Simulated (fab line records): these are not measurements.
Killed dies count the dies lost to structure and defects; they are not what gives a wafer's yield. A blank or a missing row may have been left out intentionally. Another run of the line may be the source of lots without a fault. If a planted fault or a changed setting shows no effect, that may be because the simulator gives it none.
Which tool is to blame? -- flow sky130 -- 11 lots, 33 wafers sampled, at 6 steps of a route of 708

== WHAT THE GAUGES READ, wafer by wafer ==
SKY_NWELL_TW_MEAS_26.
lot,measured,on,NWELL_2_TW
L152,day 5 05:57,film-metro-04,496 501 498
L156,day 6 10:00,film-metro-02,490 489 487
L158,day 6 20:07,film-metro-04,30 30 30 30 30 30
L159,day 7 03:46,film-metro-04,30 30 30 30 30 30
L160,day 7 06:56,film-metro-04,500 499 499
L164,day 8 14:16,film-metro-04,496 497 498
L168,day 9 08:10,film-metro-02,491 489 491
L171,day 10 05:14,film-metro-01,490 491 489
L173,day 10 17:39,film-metro-02,492 490 490
L174,day 10 21:31,film-metro-02,489 492 489
L175,day 11 03:46,film-metro-01,493 495 492

SKY_VT_ADJUST_LVTN_OVL_MEAS_07.
lot,measured,on,VT_ADJUST_LVTN_OVL (nm)
L152,day 6 19:08,overlay-02,0.0 -2.0 -1.2
L156,day 8 01:46,overlay-02,0.3 -0.7 1.3
L160,day 8 23:50,overlay-01,0.6 0.5 1.3
L164,day 10 10:06,overlay-02,-2.5 -1.1 -0.8
L168,day 11 05:44,overlay-02,-1.4 0.7 -0.5
L171,day 12 03:38,overlay-02,2.0 0.0 -0.3
L173,day 12 16:26,overlay-02,0.1 1.1 1.9
L174,day 12 21:16,overlay-01,0.2 -0.4 0.8
L175,day 13 03:25,overlay-02,-1.7 -0.6 0.3

SKY_VT_ADJUST_NCORE_OVL_MEAS_08.
lot,measured,on,VT_ADJUST_NCORE_OVL (nm)
L152,day 8 10:44,overlay-02,-1.6 0.6 -1.1
L156,day 9 20:34,overlay-01,1.0 -0.5 -0.1
L160,day 10 19:34,overlay-02,-1.9 -1.7 -1.2
L164,day 12 09:00,overlay-02,0.4 0.6 0.6
L168,day 13 05:44,overlay-01,-1.2 0.8 -0.5
L171,day 14 04:41,overlay-02,-2.7 0.1 0.1
L173,day 14 19:59,overlay-01,0.0 -0.3 0.2
L174,day 14 21:52,overlay-01,-1.5 0.4 1.5
L175,day 15 07:44,overlay-01,0.0 1.3 0.1

== WHAT TOOL EACH LOT RAN ON (gives the tool, then ch and the chambers of the sampled wafers, and finally the start) ==
lot,SKY_FIELD_ISO_ETCH_17,SKY_NWELL_STRIP_14,SKY_NWELL_STRIP_25
L152,"rie-si-01 ch 0,1,3, day 2 05:31","plasma-asher-03 ch 0,1, day 4 13:13","plasma-asher-03 ch 0,1, day 5 05:51"
L156,"rie-si-02 ch 1,2, day 3 02:17","plasma-asher-03 ch 0,1, day 5 14:55","plasma-asher-03 ch 0,1, day 6 09:54"
L158,"rie-si-01 ch 0,1,3, day 3 12:51","plasma-asher-04 ch 0,1, day 6 01:35","plasma-asher-02 ch 0,1, day 6 20:02"
L159,"rie-si-01 ch 1,3, day 3 16:54","plasma-asher-04 ch 0,1, day 6 09:12","plasma-asher-04 ch 1, day 7 03:40"
L160,"rie-si-02 ch 0,2,3, day 3 21:52","plasma-asher-03 ch 0,1, day 6 12:06","plasma-asher-02 ch 0,1, day 7 06:50"
L164,"rie-si-01 ch 0,2,3, day 4 20:05","plasma-asher-03 ch 0,1, day 7 17:24","plasma-asher-03 ch 0,1, day 8 14:10"
L168,"rie-si-01 ch 0,1,2, day 5 17:49","plasma-asher-02 ch 0,1, day 8 11:00","plasma-asher-04 ch 0,1, day 9 08:04"
L171,"rie-si-01 ch 2,3, day 6 08:59","plasma-asher-03 ch 0,1, day 9 06:38","plasma-asher-02 ch 0,1, day 10 05:08"
L173,"rie-si-02 ch 1,2,3, day 6 17:53","plasma-asher-03 ch 0,1, day 9 18:43","plasma-asher-03 ch 0,1, day 10 17:33"
L174,"rie-si-02 ch 1,3, day 6 22:13","plasma-asher-04 ch 0,1, day 9 22:30","plasma-asher-04 ch 0,1, day 10 21:25"
L175,"rie-si-02 ch 1,3, day 7 04:28","plasma-asher-04 ch 0,1, day 10 04:21","plasma-asher-04 ch 0, day 11 03:40"
- SKY_FIELD_ISO_ETCH_17: etches Si in HBr/Cl2/O2, target depth 342 nm, time 97.7 s.
- SKY_NWELL_STRIP_14: strips in O2/N2.
- SKY_NWELL_STRIP_25: strips in O2/N2.

== AS READ BY THE TOOLS THEMSELVES (means over the sampled wafers that have a number; for cases with no such wafer, the mark the record gives instead) ==
SKY_FIELD_ISO_ETCH_17.
lot,tool,drypump-motor-current-A (A),mfc-cl2-sccm (sccm),oes-product-au (a.u.),rf-fwd-power-W (W),throttle-valve-pct (%)
L152,rie-si-01,5.7,40.01,0.997,597.9,25.661
L156,rie-si-02,5.3,39.94,1.011,596.4,25.647
L158,rie-si-01,5.7,39.92,0.981,597.8,25.672
L159,rie-si-01,6.0,40.01,0.984,600.1,25.672
L160,rie-si-02,6.0,39.97,1.011,595.8,25.653
L164,rie-si-01,5.9,39.99,0.983,595.8,25.676
L168,rie-si-01,5.8,40.04,1.002,597.7,25.651
L171,rie-si-01,6.3,39.84,0.979,593.9,25.667
L173,rie-si-02,5.6,40.12,1.011,596.2,25.660
L174,rie-si-02,5.5,39.95,1.000,593.5,25.667
L175,rie-si-02,5.5,40.01,0.999,596.7,25.662

SKY_NWELL_STRIP_14.
lot,tool,chamber-pressure-mTorr (mTorr),drypump-motor-current-A (A),oes-product-au (a.u.),strip-time-to-endpoint-s (s)
L152,plasma-asher-03,1499.6,5.73,0.726,37.16
L156,plasma-asher-03,1500.3,5.73,0.717,36.89
L158,plasma-asher-04,-,-,-,-
L159,plasma-asher-04,-,-,-,-
L160,plasma-asher-03,1498.9,5.94,0.725,36.77
L164,plasma-asher-03,1500.5,5.92,0.724,36.97
L168,plasma-asher-02,1499.1,6.09,0.722,36.75
L171,plasma-asher-03,1499.6,5.73,0.726,36.87
L173,plasma-asher-03,1498.6,5.73,0.719,36.86
L174,plasma-asher-04,1499.1,5.94,0.719,36.79
L175,plasma-asher-04,1500.0,5.79,0.720,36.79

SKY_NWELL_STRIP_25.
lot,tool,chamber-pressure-mTorr (mTorr),drypump-motor-current-A (A),oes-product-au (a.u.),strip-time-to-endpoint-s (s)
L152,plasma-asher-03,1500.6,5.74,0.721,36.92
L156,plasma-asher-03,1501.0,5.73,0.722,36.70
L158,plasma-asher-02,1499.5,6.16,0.738,81.30
L159,plasma-asher-04,1501.2,5.67,0.742,81.07
L160,plasma-asher-02,1500.5,6.07,0.726,36.86
L164,plasma-asher-03,1500.6,5.70,0.720,36.80
L168,plasma-asher-04,1499.7,5.95,0.721,36.85
L171,plasma-asher-02,1501.1,6.09,0.722,36.80
L173,plasma-asher-03,1499.9,5.71,0.720,36.91
L174,plasma-asher-04,1501.4,5.94,0.723,36.84
L175,plasma-asher-04,1499.6,6.09,0.726,36.90

== THE ANSWER, worked out from the rows above alone ==
Rule: usual is defined by the lots themselves. The widest of any qualifying gaps counts: lots, ordered by their means at a reading, are off when they make up no more than a third of the lots, leave a main group of 4 or more, and stand apart from it by 3 or more times the standard deviation of that group's means. A main group is skipped when, at the precision printed for the reading in the tables above, its means are all equal. A lot without any number at a reading at which 4 lots or more have one is off too. Where the step has rows for the other lots, those lots are counted as sound. After the gauges, taken in route order, come the tools' own readings; for these a lot's mean is taken, as printed above. At the first step where some lot is off, the reading lying furthest off is the one used; lots without a number count as furthest.
Off: L158, L159, seen at SKY_NWELL_TW_MEAS_26 (NWELL_2_TW). Mean 493 and standard deviation 3.9 in the main group.
If a tool, at a process step before that reading, ran all the lots that are off and no sound lot after the first of them, it fits. The gauges at SKY_NWELL_TW_MEAS_26 aren't tried: what is off there is off at SKY_NWELL_STRIP_14 too, on other tools, and a gauge's error can't cause that. Not one of the candidates tried fits.

== WHAT THE SIMULATOR HAD INSERTED ==
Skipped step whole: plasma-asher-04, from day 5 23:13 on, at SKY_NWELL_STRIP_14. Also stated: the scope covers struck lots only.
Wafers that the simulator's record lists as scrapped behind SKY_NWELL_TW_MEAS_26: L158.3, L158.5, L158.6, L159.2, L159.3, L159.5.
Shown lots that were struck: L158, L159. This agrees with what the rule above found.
